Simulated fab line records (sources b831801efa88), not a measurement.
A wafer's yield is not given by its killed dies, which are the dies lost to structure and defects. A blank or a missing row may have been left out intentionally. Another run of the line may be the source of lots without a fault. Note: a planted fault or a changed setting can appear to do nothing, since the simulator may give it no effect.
fab line records | flow sky130 | part 1 of 2: steps 1 to 32 of 45
record lots=5 wafers=15 last-day=50
route steps=708 shown POLY_GATE@205 RES_PROTECT@206 LDD_N@237
lots that met no fault: taken from a fault-free run of the same line
start-h: the number of hours between the record's first day and the start of the first shown wafer of the lot | wait-h: time in hours since the lot's previous step | " as in the row above | L1.1+2: one row covering several wafers at once | - either no value or no given start | * or withheld: withheld | < > ~ a bound
route shown NAME@n: NAME is a module with steps in the file, n the number in the route of the first one | usual: mean and standard deviation over wafers with no fault | same: alike in all rows | chamber/n: place in a boat | sites: the reading at each site | _std_site: their standard deviation | _edge_site: mean of outer sites minus mean of inner sites | radius-mm: for every site, how far away it sits from the centre of the wafer | mask NAME#n: copy n | behind: the last tool/chamber to shape the wafer | hold: why the lot was held/for how many hours/how that ended | device: whichever transistor did not switch (one of n, p or np) | end of line: tests of these same wafers at the route's end | a step without rows: its recipe alone | killed: the dies lost at the first sort to structure and to defects; this is not the yield of the wafer | map: a wafer's dies, x killed, . not, _ none there
set.NAME: the setting that was run; set.NAME@STEP: the one run at that earlier step | model.NAME: the simulator's own value behind a step, which no gauge read
lots at selected steps of the route; one table per step, one row per wafer
services: the hour from which a tool's chamber was out of use, counted from the record's first day as start-h (under 0 if before that day), plus the number of hours and why
## steps
# step SKY_POLY_GATE_THK_MEAS_01
# recipe reads=poly-Si_of_POLY_GATE_CVD_00
# usual POLY_GATE_CVD_00_THK=179.3/1.5
# columns lot.wafer tool chamber start-h wait-h POLY_GATE_CVD_00_THK[nm]
L083.1 film-metro-03 - 397.20 0.0 177.6
L083.4 " - " " 179.0
L083.5 " - " " 180.0
L087.3 film-metro-01 - 426.61 0.0 180.6
L087.4 " - " " 179.7
L087.6 " - " " 180.2
L092.1 film-metro-03 - 469.32 0.0 182.8
L092.3 " - " " 181.9
L092.6 " - " " 182.8
L093.2 film-metro-01 - 478.69 0.0 179.2
L093.3 " - " " 180.1
L093.6 " - " " 179.9
L094.2 film-metro-03 - 480.01 0.0 179.9
L094.3 " - " " 179.5
L094.6 " - " " 179.6
# step SKY_RES_PROTECT_DEHYDRATE_00
# recipe temp-c=200 time-s=60
# columns lot.wafer tool chamber start-h wait-h
L083.1+4+5 litho-track-04 0 410.37 13.2
L087.3+4+6 litho-track-01 0 440.38 13.8
L092.1+3+6 litho-track-01 0 484.28 14.9
L093.2+3+6 litho-track-04 0 494.09 15.4
L094.2+3+6 litho-track-04 0 495.04 15.0
# step SKY_RES_PROTECT_HMDS_01
# recipe prime-time-s=60 prime-temp-c=120
# columns lot.wafer tool chamber start-h wait-h
L083.1+4+5 litho-track-04 0 410.52 0.1
L087.3+4+6 litho-track-01 0 440.53 0.1
L092.1+3+6 litho-track-01 0 484.43 0.1
L093.2+3+6 litho-track-04 0 494.24 0.1
L094.2+3+6 litho-track-04 0 495.19 0.1
# step SKY_RES_PROTECT_COAT_02
# recipe resist=NOVOLAK spin-rpm=3000 resist-thk-nm=1140
# columns lot.wafer tool chamber start-h wait-h
L083.1+4+5 litho-track-04 0 410.67 0.1
L087.3+4+6 litho-track-01 0 440.68 0.1
L092.1+3+6 litho-track-01 0 484.58 0.1
L093.2+3+6 litho-track-04 0 494.39 0.1
L094.2+3+6 litho-track-04 0 495.34 0.1
# step SKY_RES_PROTECT_SOFTBAKE_03
# recipe temp-c=90 time-s=60 resist=NOVOLAK
# columns lot.wafer tool chamber start-h wait-h
L083.1+4+5 litho-track-04 0 410.82 0.1
L087.3+4+6 litho-track-01 0 440.83 0.1
L092.1+3+6 litho-track-01 0 484.73 0.1
L093.2+3+6 litho-track-04 0 494.54 0.1
L094.2+3+6 litho-track-04 0 495.49 0.1
# step SKY_RES_PROTECT_EXPOSE_04
# recipe mask-id=RPM na=0.6 source-shape=conventional sigma-outer=0.6 polarization=unpolarized target-cd-nm=1270 dose-mj=131
# columns lot.wafer tool chamber start-h wait-h mask
L083.1+4+5 iline-stepper-01 0 - - RPM#0
L087.3+4+6 iline-stepper-02 0 - - RPM#0
L092.1+3+6 iline-stepper-02 0 - - RPM#0
L093.2+3+6 iline-stepper-01 0 - - RPM#0
L094.2+3+6 iline-stepper-02 0 - - RPM#0
# step SKY_RES_PROTECT_PEB_05
# recipe temp-c=withheld time-s=* resist=NOVOLAK
# columns lot.wafer tool chamber start-h wait-h
L083.1+4+5 litho-track-04 0 - -
L087.3+4+6 litho-track-01 0 - -
L092.1+3+6 litho-track-04 0 - -
L093.2+3+6 litho-track-04 0 - -
L094.2+3+6 litho-track-02 0 - -
# step SKY_RES_PROTECT_DEVELOP_06
# recipe resist=NOVOLAK developer=TMAH develop-time-s=60 dev-temp-c=23
# columns lot.wafer tool chamber start-h wait-h
L083.1+4+5 litho-track-04 0 426.47 0.1
L087.3+4+6 litho-track-01 0 456.38 0.1
L092.1+3+6 litho-track-04 0 499.67 0.1
L093.2+3+6 litho-track-04 0 508.69 0.1
L094.2+3+6 litho-track-02 0 510.22 0.1
# step SKY_POLY_GATE_IMPLANT_02
# recipe species=P energy-kev=30 dose-cm2=7.7e+15 tilt-deg=0
# usual beam-on-s=38.6/2.6
# same implant-ion-amu=31
# columns lot.wafer tool chamber start-h wait-h beam-on-s
L083.1 implanter-03 0 426.62 0.1 40.3
L083.4 " 0 " " 40.7
L083.5 " 0 " " 40.1
L087.3 implanter-02 0 456.53 0.1 35.5
L087.4 " 0 " " 34.7
L087.6 " 0 " " 33.8
L092.1 implanter-02 0 499.82 0.1 35.1
L092.3 " 0 " " 34.6
L092.6 " 0 " " 34.7
L093.2 implanter-03 0 508.84 0.1 40.3
L093.3 " 0 " " 40.8
L093.6 " 0 " " 41.9
L094.2 implanter-03 0 510.37 0.1 41.1
L094.3 " 0 " " 40.5
L094.6 " 0 " " 40.2
# step SKY_RES_PROTECT_STRIP_07
# recipe chemistry=O2/N2 power-w=1400 pressure-mtorr=1500 platen-temp-c=withheld o2-flow-sccm=3000 n2-flow-sccm=300 overash-fraction=0.5
# usual drypump-motor-current-A=5.8/0.43 oes-product-au=0.517/0.0044 strip-time-to-endpoint-s=23.27/0.038
# columns lot.wafer tool chamber start-h wait-h drypump-motor-current-A oes-product-au rf-hours-counter-h strip-time-to-endpoint-s
L083.1 plasma-asher-04 0 426.77 0.1 5.3 0.515 60 23.30
L083.4 " 0 " " 5.3 0.517 - 23.26
L083.5 " 1 " " 5.7 0.515 - 23.33
L087.3 plasma-asher-02 0 456.66 0.1 5.7 0.518 - 23.31
L087.4 " 1 " " 6.3 0.514 - 23.30
L087.6 " 1 " " 6.2 0.523 - 23.34
L092.1 plasma-asher-01 1 499.97 0.1 5.2 0.511 7 23.31
L092.3 " 0 " " 6.3 0.512 - 23.25
L092.6 " 0 " " 6.3 0.513 - 23.29
L093.2 plasma-asher-01 1 508.97 0.1 5.2 0.524 8 23.22
L093.3 " 1 " " 5.2 0.523 - 23.21
L093.6 " 0 " " 6.3 0.515 - 23.25
L094.2 plasma-asher-04 0 510.50 0.1 5.3 0.515 69 23.31
L094.3 " 0 " " 5.3 0.512 - 23.27
L094.6 " 0 " " 5.3 0.512 - 23.30
# step SKY_RES_PROTECT_TW_MEAS_08
# usual POLY_GATE_TW=4043/30
# columns lot.wafer tool chamber start-h wait-h POLY_GATE_TW
L083.1 film-metro-02 - 426.87 0.1 4017
L083.4 " - " " 4032
L083.5 " - " " 4041
L087.3 film-metro-01 - 456.75 0.1 4047
L087.4 " - " " 4092
L087.6 " - " " 4081
L092.1 film-metro-01 - 500.07 0.1 4063
L092.3 " - " " 4066
L092.6 " - " " 4058
L093.2 film-metro-04 - 509.08 0.1 4014
L093.3 " - " " 4024
L093.6 " - " " 4019
L094.2 film-metro-04 - 510.61 0.1 4003
L094.3 " - " " 4018
L094.6 " - " " 4023
# step SKY_RES_PROTECT_CLEAN_09
# recipe chemistry=SC1/SC2 mix=1:4:20 temp-c=70 time-s=150 dry=n2-spin
# columns lot.wafer tool chamber start-h wait-h
L083.1+4+5 wet-bench-02 2 426.93 0.1
L087.3+4+6 wet-bench-02 1 456.79 0.0
L092.1+3+6 wet-bench-04 3 500.13 0.1
L093.2+3+6 wet-bench-02 0 509.13 0.0
L094.2+3+6 wet-bench-01 3 510.66 0.0
# step SKY_POLY_GATE_CVD_03
# recipe material=Si3N4 precursor=DCS/NH3 target-thk-nm=75 temp-c=770 time-s=1290 pressure-mtorr=250
# columns lot.wafer tool chamber start-h wait-h
L083.1+4+5 lpcvd-02 0 427.86 0.9
L087.3+4+6 lpcvd-02 0 456.84 0.0
L092.1+3+6 lpcvd-02 1 500.18 0.0
L093.2+3+6 lpcvd-02 1 509.18 0.0
L094.2+3+6 lpcvd-02 1 511.74 1.0
# step SKY_POLY_GATE_THK_MEAS_04
# recipe reads=Si3N4_of_POLY_GATE_CVD_03
# usual POLY_GATE_CVD_03_THK=75.2/0.6
# columns lot.wafer tool chamber start-h wait-h POLY_GATE_CVD_03_THK[nm]
L083.1 film-metro-01 - 429.22 0.0 75.5
L083.4 " - " " 75.6
L083.5 " - " " 75.5
L087.3 film-metro-03 - 458.22 0.0 75.1
L087.4 " - " " 75.2
L087.6 " - " " 75.3
L092.1 film-metro-02 - 501.53 0.0 75.6
L092.3 " - " " 74.6
L092.6 " - " " 74.7
L093.2 film-metro-01 - 510.54 0.0 74.9
L093.3 " - " " 74.5
L093.6 " - " " 74.5
L094.2 film-metro-03 - 513.11 0.0 75.6
L094.3 " - " " 75.0
L094.6 " - " " 75.6
# step SKY_POLY_GATE_DEHYDRATE_05
# recipe temp-c=200 time-s=60
# columns lot.wafer tool chamber start-h wait-h
L083.1+4+5 litho-track-04 0 443.12 13.9
L087.3+4+6 litho-track-03 0 472.55 14.3
L092.1+3+6 litho-track-03 0 516.64 15.1
L093.2+3+6 litho-track-04 0 525.39 14.8
L094.2+3+6 litho-track-03 0 527.57 14.5
# step SKY_POLY_GATE_HMDS_06
# recipe prime-time-s=60 prime-temp-c=120
# columns lot.wafer tool chamber start-h wait-h
L083.1+4+5 litho-track-04 0 443.27 0.1
L087.3+4+6 litho-track-03 0 472.70 0.1
L092.1+3+6 litho-track-03 0 516.79 0.1
L093.2+3+6 litho-track-04 0 525.54 0.1
L094.2+3+6 litho-track-03 0 527.72 0.1
# step SKY_POLY_GATE_COAT_07
# recipe resist=BARC temp-c=withheld time-s=withheld spin-rpm=3000 resist-thk-nm=110
# columns lot.wafer tool chamber start-h wait-h
L083.1+4+5 litho-track-04 0 443.42 0.1
L087.3+4+6 litho-track-03 0 472.85 0.1
L092.1+3+6 litho-track-03 0 516.94 0.1
L093.2+3+6 litho-track-04 0 525.69 0.1
L094.2+3+6 litho-track-03 0 527.87 0.1
# step SKY_POLY_GATE_COAT_08
# recipe resist=KrF-thick spin-rpm=3000 resist-thk-nm=450
# columns lot.wafer tool chamber start-h wait-h
L083.1+4+5 litho-track-04 0 - -
L087.3+4+6 litho-track-03 0 - -
L092.1+3+6 litho-track-03 0 - -
L093.2+3+6 litho-track-04 0 - -
L094.2+3+6 litho-track-03 0 - -
# step SKY_POLY_GATE_SOFTBAKE_09
# recipe temp-c=100 time-s=90 resist=KrF-thick
# columns lot.wafer tool chamber start-h wait-h
L083.1+4+5 litho-track-04 0 - -
L087.3+4+6 litho-track-03 0 - -
L092.1+3+6 litho-track-03 0 - -
L093.2+3+6 litho-track-04 0 - -
L094.2+3+6 litho-track-03 0 - -
# step SKY_POLY_GATE_EXPOSE_10
# recipe mask-id=P1M na=0.68 source-shape=conventional sigma-outer=0.6 target-cd-nm=150 dose-mj=28
# columns lot.wafer tool chamber start-h wait-h mask
L083.1+4+5 krf-scanner-01 0 - - P1M#0
L087.3+4+6 krf-scanner-01 0 - - P1M#0
L092.1+3+6 krf-scanner-02 0 - - P1M#0
L093.2+3+6 krf-scanner-01 0 - - P1M#0
L094.2+3+6 krf-scanner-01 0 - - P1M#0
# step SKY_POLY_GATE_PEB_11
# recipe peb-temp-c=withheld peb-time-s=withheld resist=KrF-thick
# columns lot.wafer tool chamber start-h wait-h
L083.1+4+5 litho-track-03 0 - -
L087.3+4+6 litho-track-01 0 - -
L092.1+3+6 litho-track-03 0 - -
L093.2+3+6 litho-track-01 0 - -
L094.2+3+6 litho-track-03 0 - -
# step SKY_POLY_GATE_DEVELOP_12
# recipe develop-time-s=60 resist=KrF-thick dev-temp-c=21.56
# columns lot.wafer tool chamber start-h wait-h
L083.1+4+5 litho-track-03 0 - -
L087.3+4+6 litho-track-01 0 - -
L092.1+3+6 litho-track-03 0 - -
L093.2+3+6 litho-track-01 0 - -
L094.2+3+6 litho-track-03 0 - -
# step SKY_POLY_GATE_CD_MEAS_13
# recipe target-cd-nm=150
# usual cd-nm=150.0/1.3
# columns lot.wafer tool chamber start-h wait-h cd-nm
L083.1 cd-sem-01 - 459.90 - 148.8
L083.4 " - " " 148.3
L083.5 " - " " 147.6
L087.3 cd-sem-01 - 488.92 - 149.0
L087.4 " - " " 149.5
L087.6 " - " " 148.7
L092.1 cd-sem-01 - 532.24 - 148.9
L092.3 " - " " 149.3
L092.6 " - " " 150.3
L093.2 cd-sem-01 - 541.30 - 151.4
L093.3 " - " " 150.5
L093.6 " - " " 151.1
L094.2 cd-sem-02 - 543.56 - 151.7
L094.3 " - " " 150.5
L094.6 " - " " 153.7
# step SKY_POLY_GATE_OVL_MEAS_14
# usual POLY_GATE_OVL=-1/5.2
# columns lot.wafer tool chamber start-h wait-h POLY_GATE_OVL[nm]
L083.1 overlay-02 - 460.02 0.1 11
L083.4 " - " " 6
L083.5 " - " " 8
L087.3 overlay-02 - 489.01 0.1 -4
L087.4 " - " " 2
L087.6 " - " " -1
L092.1 overlay-02 - 532.36 0.1 -2
L092.3 " - " " 3
L092.6 " - " " 2
L093.2 overlay-01 - 541.40 0.1 -3
L093.3 " - " " 5
L093.6 " - " " 2
L094.2 overlay-01 - 543.67 0.1 6
L094.3 " - " " 3
L094.6 " - " " 6
# step SKY_POLY_GATE_ETCH_15
# recipe chemistry=N2/H2 target=BARC ion-energy-ev=200 source-w=500 bias-w=100 pressure-mtorr=30 n2-flow-sccm=100 h2-flow-sccm=200 stop-on=SiO2 time-s=118.5 target-depth-a=1100
# usual drypump-motor-current-A=5.7/0.42 oes-product-au=0.716/0.0046 throttle-valve-pct=13.211/0.01
# columns lot.wafer tool chamber start-h wait-h drypump-motor-current-A oes-product-au rf-hours-counter-h throttle-valve-pct
L083.1 rie-diel-03 2 460.05 0.0 5.8 0.711 82 13.210
L083.4 " 0 " " 5.6 0.716 79 13.224
L083.5 " 3 " " 5.6 0.715 - 13.220
L087.3 rie-diel-03 3 489.03 0.0 5.6 0.718 13 13.205
L087.4 " 0 " " 5.6 0.718 80 13.218
L087.6 " 3 " " 5.5 0.713 - 13.193
L092.1 rie-diel-01 0 532.40 0.0 5.0 0.721 9 13.210
L092.3 " 2 " " 5.1 0.724 21 13.209
L092.6 " 1 " " 6.1 0.718 - 13.217
L093.2 rie-diel-03 3 541.43 0.0 5.6 0.720 14 13.215
L093.3 " 0 " " 5.6 0.710 - 13.215
L093.6 " 3 " " 5.6 0.717 - 13.229
L094.2 rie-diel-01 0 543.70 0.0 5.0 0.711 9 13.212
L094.3 " 1 " " 6.1 0.716 71 13.194
L094.6 " 3 " " 5.3 0.725 - 13.219
# step SKY_POLY_GATE_ETCH_16
# recipe stop-on=poly-Si chemistry=CH3F/O2 target=Si3N4 source-w=400 bias-w=80 pressure-mtorr=25 ch3f-flow-sccm=40 O2_flow_sccm=30 time-s=147.5 target-depth-a=750
# usual drypump-motor-current-A=5.7/0.42 oes-product-au=0.641/0.005 throttle-valve-pct=10.535/0.0088
# columns lot.wafer tool chamber start-h wait-h drypump-motor-current-A oes-product-au rf-hours-counter-h throttle-valve-pct
L083.1 rie-diel-03 2 460.13 0.0 5.8 0.644 82 10.524
L083.4 " 0 " " 5.7 0.638 79 10.533
L083.5 " 3 " " 5.6 0.650 - 10.528
L087.3 rie-diel-03 3 489.12 0.0 5.5 0.648 13 10.535
L087.4 " 0 " " 5.6 0.642 80 10.538
L087.6 " 3 " " 5.5 0.647 - 10.545
L092.1 rie-diel-01 0 532.48 0.0 5.0 0.645 9 10.547
L092.3 " 2 " " 5.1 0.641 21 10.524
L092.6 " 1 " " 6.1 0.638 - 10.548
L093.2 rie-diel-03 3 541.56 0.1 5.5 0.637 14 10.555
L093.3 " 0 " " 5.6 0.636 - 10.526
L093.6 " 3 " " 5.6 0.635 - 10.535
L094.2 rie-diel-01 0 543.78 0.0 5.0 0.639 9 10.532
L094.3 " 1 " " 6.1 0.646 71 10.527
L094.6 " 3 " " 5.3 0.643 - 10.522
# step SKY_POLY_GATE_ETCH_17
# recipe target-depth-nm=180 stop-on=SiO2 over-etch-frac=0.56667 chemistry=HBr/Cl2 target=poly-Si icp-w=400 bias-w=100 pressure-mtorr=10 HBr_flow_sccm=150 Cl2_flow_sccm=50 time-s=70.5
# usual drypump-motor-current-A=5.9/0.48 he-backside-leak-sccm=2.73/0.2 oes-product-au=0.985/0.0074 throttle-valve-pct=33.683/0.0093
# columns lot.wafer tool chamber start-h wait-h drypump-motor-current-A he-backside-leak-sccm oes-product-au rf-hours-counter-h throttle-valve-pct
L083.1 rie-si-01 3 460.23 0.0 5.2 2.88 0.978 3 33.693
L083.4 " 0 " " 6.4 2.82 0.991 - 33.671
L083.5 " 3 " " 5.2 2.83 0.984 - 33.689
L087.3 rie-si-01 2 489.22 0.0 5.6 3.12 0.996 2 33.681
L087.4 " 3 " " 5.2 2.78 0.970 3 33.672
L087.6 " 1 " " 6.6 2.76 0.992 - 33.691
L092.1 rie-si-01 1 532.58 0.0 6.5 2.53 0.999 1 33.675
L092.3 " 3 " " 5.2 2.91 0.973 3 33.689
L092.6 " 2 " " 5.6 3.07 0.984 - 33.677
L093.2 rie-si-01 0 541.71 0.1 6.5 2.84 0.981 3 33.695
L093.3 " 2 " " 5.6 2.91 0.981 2 33.693
L093.6 " 0 " " 6.5 2.89 0.997 - 33.672
L094.2 rie-si-02 2 543.88 0.0 6.2 2.38 0.995 7 33.685
L094.3 " 3 " " 6.5 2.71 0.980 43 33.679
L094.6 " 2 " " 6.2 2.26 0.980 - 33.697
# step SKY_POLY_GATE_STRIP_18
# recipe chemistry=O2/N2 power-w=1400 pressure-mtorr=1500 platen-temp-c=withheld o2-flow-sccm=3000 n2-flow-sccm=300 overash-fraction=0.5
# usual drypump-motor-current-A=5.9/0.36 oes-product-au=0.360/0.005 strip-time-to-endpoint-s=3.15/0.035
# columns lot.wafer tool chamber start-h wait-h drypump-motor-current-A oes-product-au rf-hours-counter-h strip-time-to-endpoint-s
L083.1 plasma-asher-03 1 460.29 0.0 6.0 0.359 78 3.13
L083.4 " 0 " " 5.9 0.356 - 3.06
L083.5 " 0 " " 5.9 0.361 - 3.21
L087.3 plasma-asher-01 0 489.30 0.1 6.3 0.371 - 3.17
L087.4 " 1 " " 5.2 0.355 - 3.19
L087.6 " 0 " " 6.3 0.357 - 3.14
L092.1 plasma-asher-02 1 532.64 0.0 6.3 0.362 39 3.14
L092.3 " 1 " " 6.3 0.359 - 3.17
L092.6 " 0 " " 5.7 0.358 - 3.21
L093.2 plasma-asher-03 0 541.76 0.0 5.9 0.363 84 3.15
L093.3 " 1 " " 6.1 0.361 - 3.12
L093.6 " 0 " " 5.9 0.349 - 3.09
L094.2 plasma-asher-02 0 543.94 0.0 5.7 0.364 40 3.13
L094.3 " 1 " " 6.2 0.369 - 3.21
L094.6 " 0 " " 5.7 0.358 - 3.14
# step SKY_POLY_GATE_CLEAN_19
# recipe chemistry=SC1/SC2 mix=1:4:20 temp-c=70 time-s=150 dry=n2-spin
# columns lot.wafer tool chamber start-h wait-h
L083.1+4+5 wet-bench-04 1 460.39 0.1
L087.3+4+6 wet-bench-01 1 489.37 0.0
L092.1+3+6 wet-bench-04 1 532.74 0.1
L093.2+3+6 wet-bench-01 2 541.86 0.1
L094.2+3+6 wet-bench-04 2 544.04 0.1
# step SKY_POLY_GATE_OXIDATION_20
# recipe temp-c=850 ambient=O2 stabilise-s=600 purge-s=300 target-thk-a=40 ox-time-s=899
# same ox-time-s=899 stabilise-s=600
# columns lot.wafer tool chamber start-h wait-h
L083.1+4+5 furnace-02 0 460.44 0.0
L087.3+4+6 furnace-01 0 489.53 0.1
L092.1+3+6 furnace-01 0 532.79 0.0
L093.2+3+6 furnace-01 0 541.92 0.0
L094.2+3+6 furnace-01 0 544.09 0.0
# step SKY_POLY_GATE_THK_MEAS_21
# recipe reads=SiO2_of_POLY_GATE_OXIDATION_20
# usual POLY_GATE_OXIDATION_THK=3.97/0.083
# columns lot.wafer tool chamber start-h wait-h POLY_GATE_OXIDATION_THK[nm]
L083.1 film-metro-02 - 461.71 0.0 3.98
L083.4 " - " " 3.88
L083.5 " - " " 3.81
L087.3 film-metro-03 - 490.80 0.0 3.96
L087.4 " - " " 4.03
L087.6 " - " " 3.91
L092.1 film-metro-03 - 534.04 0.0 3.94
L092.3 " - " " 3.94
L092.6 " - " " 3.84
L093.2 film-metro-03 - 543.18 0.0 3.97
L093.3 " - " " 3.99
L093.6 " - " " 3.96
L094.2 film-metro-03 - 545.35 0.0 4.09
L094.3 " - " " 3.94
L094.6 " - " " 4.04
# step SKY_POLY_GATE_CD_MEAS_22
# usual cd-nm=150.0/2.3
# columns lot.wafer tool chamber start-h wait-h cd-nm
L083.1 cd-sem-01 - 461.77 0.1 149.3
L083.4 " - " " 152.5
L083.5 " - " " 146.9
L087.3 cd-sem-02 - 490.89 0.1 147.4
L087.4 " - " " 151.6
L087.6 " - " " 147.8
L092.1 cd-sem-02 - 534.10 0.1 149.4
L092.3 " - " " 148.5
L092.6 " - " " 148.8
L093.2 cd-sem-01 - 543.25 0.1 151.0
L093.3 " - " " 151.7
L093.6 " - " " 150.5
L094.2 cd-sem-02 - 545.43 0.1 151.0
L094.3 " - " " 148.0
L094.6 " - " " 152.7
